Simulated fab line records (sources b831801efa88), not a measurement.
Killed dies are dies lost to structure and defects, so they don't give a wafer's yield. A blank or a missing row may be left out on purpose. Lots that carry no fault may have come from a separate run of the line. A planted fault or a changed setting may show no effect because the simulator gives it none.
Which tool did it? | flow gf180mcu | 39 wafers from 13 lots sampled at 4 of the route's 602 steps

== WHAT THE GAUGES SHOWED, per wafer ==
GF_HV_LDD_CD_MEAS_46 targets a cd of 400 nm. Usual: cd-nm reads 400.3 nm (standard deviation 2).
lot  | measured     | on        | cd-nm (nm)        | flag
L637 | day 12 11:16 | cd-sem-02 | 399.9 399.9 399.4 |
L638 | day 12 17:29 | cd-sem-01 | 399.0 399.6 402.1 |
L640 | day 13 17:02 | cd-sem-02 | 400.2 401.2 401.9 |
L641 | day 13 20:57 | cd-sem-01 | 402.2 401.3 403.0 |
L644 | day 14 16:35 | cd-sem-01 | 397.8 396.0 399.8 |
L645 | day 14 22:07 | cd-sem-02 | 399.2 401.7 400.6 |
L647 | day 15 21:48 | cd-sem-01 | 399.3 396.9 398.4 |
L649 | day 16 06:44 | cd-sem-01 | 397.5 400.9 398.8 |
L650 | day 16 19:41 | cd-sem-01 | 396.5 397.7 399.2 |
L655 | day 18 08:10 | cd-sem-01 | 401.1 401.3 402.2 |
L656 | day 18 22:44 | cd-sem-01 | 400.7 402.2 401.2 |
L659 | day 19 15:22 | cd-sem-01 | 404.5 404.3 401.8 |
L660 | day 20 00:20 | cd-sem-02 | 396.9 398.3 397.9 |

GF_SAB_THK_MEAS_01. Usual: SAB_CVD_00_THK typically reads 49.9 nm, with standard deviation 0.64.
lot  | measured     | on            | SAB_CVD_00_THK (nm) | flag
L637 | day 14 09:13 | film-metro-04 | 49.4 49.6 50.5      |
L638 | day 14 14:34 | film-metro-03 | 50.1 50.6 50.7      |
L640 | day 15 15:20 | film-metro-04 | 49.3 49.6 49.9      |
L641 | day 15 20:27 | film-metro-02 | 50.3 49.7 50.2      |
L644 | day 16 16:04 | film-metro-02 | 100.4 99.7 101.6    | OFF
L645 | day 16 22:03 | film-metro-02 | 49.4 49.5 49.9      |
L647 | day 18 02:37 | film-metro-04 | 99.1 100.9 100.6    | OFF
L649 | day 18 08:47 | film-metro-03 | 99.4 97.7 99.1      | OFF
L650 | day 18 22:23 | film-metro-04 | 49.6 49.4 49.8      |
L655 | day 20 12:41 | film-metro-02 | 49.4 49.0 49.7      |
L656 | day 21 04:51 | film-metro-02 | 49.4 48.5 50.2      |
L659 | day 21 18:59 | film-metro-03 | 50.8 50.4 50.0      |
L660 | day 22 04:23 | film-metro-03 | 50.2 51.4 50.7      |

GF_CONTACT_THK_MEAS_01. Usual: CONTACT_CVD_00_THK typically reads 299 nm, with standard deviation 3.
lot  | measured     | on            | CONTACT_CVD_00_THK (nm) | flag
L637 | day 15 07:12 | film-metro-02 | 297 300 301             |
L638 | day 15 12:38 | film-metro-04 | 297 297 295             |
L640 | day 16 13:36 | film-metro-01 | 299 293 294             |
L641 | day 16 19:20 | film-metro-01 | 302 298 299             |
L644 | day 17 16:02 | film-metro-02 | 299 303 298             |
L645 | day 17 21:48 | film-metro-04 | 299 295 294             |
L647 | day 19 03:20 | film-metro-04 | 304 304 301             |
L649 | day 19 09:43 | film-metro-04 | 299 297 300             |
L650 | day 19 23:43 | film-metro-01 | 301 300 298             |
L655 | day 21 12:49 | film-metro-02 | 302 305 303             |
L656 | day 22 05:40 | film-metro-01 | 304 305 303             |
L659 | day 22 19:08 | film-metro-01 | 295 296 299             |
L660 | day 23 04:23 | film-metro-04 | 298 299 302             |

== WHICH TOOL RAN EACH LOT (tool, then ch and the chambers of the sampled wafers, then the start) ==
lot  | GF_SAB_CVD_00
L637 | pecvd-03 ch 0,1,2, day 14 09:11
L638 | pecvd-03 ch 0,2, day 14 14:32
L640 | pecvd-04 ch 0,1, day 15 15:19
L641 | pecvd-03 ch 0,1, day 15 20:26
L644 | pecvd-03 ch 0,2, day 16 15:52
L645 | pecvd-04 ch 0,1, day 16 22:01
L647 | pecvd-03 ch 0,2, day 18 02:24
L649 | pecvd-02 ch 1,2, day 18 08:35
L650 | pecvd-02 ch 1,2, day 18 22:22
L655 | pecvd-02 ch 0,1,2, day 20 12:40
L656 | pecvd-02 ch 0,1, day 21 04:50
L659 | pecvd-02 ch 0,1,2, day 21 18:58
L660 | pecvd-03 ch 0,1,2, day 22 04:20
- GF_SAB_CVD_00: deposits SiO2 from TEOS, target thk 50 nm, time 4.9302 s.

== AS READ BY THE TOOLS THEMSELVES (means over the sampled wafers that have a number; for cases with no such wafer, the mark the record gives instead) ==
GF_SAB_CVD_00. Usual: heater-power-w reads 673 W (standard deviation 120).
lot  | tool     | heater-power-w (W) | flag
L637 | pecvd-03 | 697                |
L638 | pecvd-03 | 655                |
L640 | pecvd-04 | 622                |
L641 | pecvd-03 | 564                |
L644 | pecvd-03 | 778                |
L645 | pecvd-04 | 554                |
L647 | pecvd-03 | 743                |
L649 | pecvd-02 | 717                |
L650 | pecvd-02 | 748                |
L655 | pecvd-02 | 670                |
L656 | pecvd-02 | 627                |
L659 | pecvd-02 | 668                |
L660 | pecvd-03 | 671                |

== THE ANSWER, worked out from the rows above alone ==
Rule: a lot is off if the mean of its wafers that have a number lies more than 3 standard deviations from the usual mean. Also off: a lot with no number at a reading for which 4 or more lots have one. Where the step has rows for the other lots, those lots are counted as sound. The gauges are gone through in route order, then the tools' own readings, and for those a lot's mean is taken as printed above. The first step at which some lot is off is used, and at that step the reading that is off furthest; a lot without a number counts as furthest.
Off: L644, L647, L649, seen at GF_SAB_THK_MEAS_01 (SAB_CVD_00_THK).
If a tool, at a process step before that reading, ran all the lots that are off and no sound lot after the first of them, it fits. Gauges at GF_SAB_THK_MEAS_01: tried the same way as those tools. Of those tried, none fits.

== WHAT WAS PUT IN BY THE SIMULATOR ==
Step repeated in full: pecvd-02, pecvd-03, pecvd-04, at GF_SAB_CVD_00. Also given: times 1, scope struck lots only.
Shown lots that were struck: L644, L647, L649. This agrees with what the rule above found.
